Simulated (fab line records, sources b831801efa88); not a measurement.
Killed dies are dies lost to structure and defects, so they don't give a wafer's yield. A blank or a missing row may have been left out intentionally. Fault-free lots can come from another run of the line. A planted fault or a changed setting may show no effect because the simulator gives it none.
Which tool is to blame? -- flow sky130 -- 14 lots, 42 wafers sampled, at 1 step of a route of 708

== WHAT THE GAUGES SHOWED, per wafer ==
SKY_METAL2_THK_MEAS_06: measures by xrf. Usual: METAL2_ALCU_THK gives 252 nm (standard deviation 3.3).
lot,measured,on,METAL2_ALCU_THK (nm),flag
L221,day 34 19:28,film-metro-04,252 249 251,
L222,day 35 08:29,film-metro-02,255 258 260,
L223,day 35 11:59,film-metro-02,257 253 253,
L225,day 36 14:49,film-metro-04,253 251 252,
L227,day 37 02:12,film-metro-04,249 251 247,
L228,day 37 05:02,film-metro-02,255 259 257,
L229,day 37 21:05,film-metro-01,247 250 250,
L233,day 38 19:52,film-metro-02,249 248 252,
L234,day 39 05:10,film-metro-01,246 249 248,
L238,day 39 18:52,film-metro-02,251 249 250,
L239,day 40 02:58,film-metro-01,251 250 252,
L242,day 40 20:26,film-metro-01,250 251 250,
L243,day 41 04:04,film-metro-02,256 254 254,
L244,day 41 14:15,film-metro-02,256 253 258,

== EACH LOT AND THE TOOL THAT RAN IT (in order: tool; ch and the chambers of the sampled wafers; start) ==
The record holds no process step before these readings.

== WHAT THE TOOLS THEMSELVES READ (means of the sampled wafers that have a number; where no wafer has one, the mark that the record gives instead) ==
The record holds no such reading with a usual standard deviation.

== THE ANSWER, worked out from the rows above alone ==
Rule: take the mean of a lot's wafers that have a number; if it is more than 3 standard deviations from the usual mean, the lot is off. A lot without any number at a reading at which 4 lots or more have one is off too. The other lots that the step has rows for count as sound. Order of review: gauges by route order, followed by the tools' own readings, for which a lot's mean as printed above is used. The first step at which some lot is off is used, and at that step the reading that is off furthest; a lot without a number counts as furthest.
Nothing can be told from this: no lot is off at any reading shown.

== WHAT HAD BEEN PUT IN BY THE SIMULATOR ==
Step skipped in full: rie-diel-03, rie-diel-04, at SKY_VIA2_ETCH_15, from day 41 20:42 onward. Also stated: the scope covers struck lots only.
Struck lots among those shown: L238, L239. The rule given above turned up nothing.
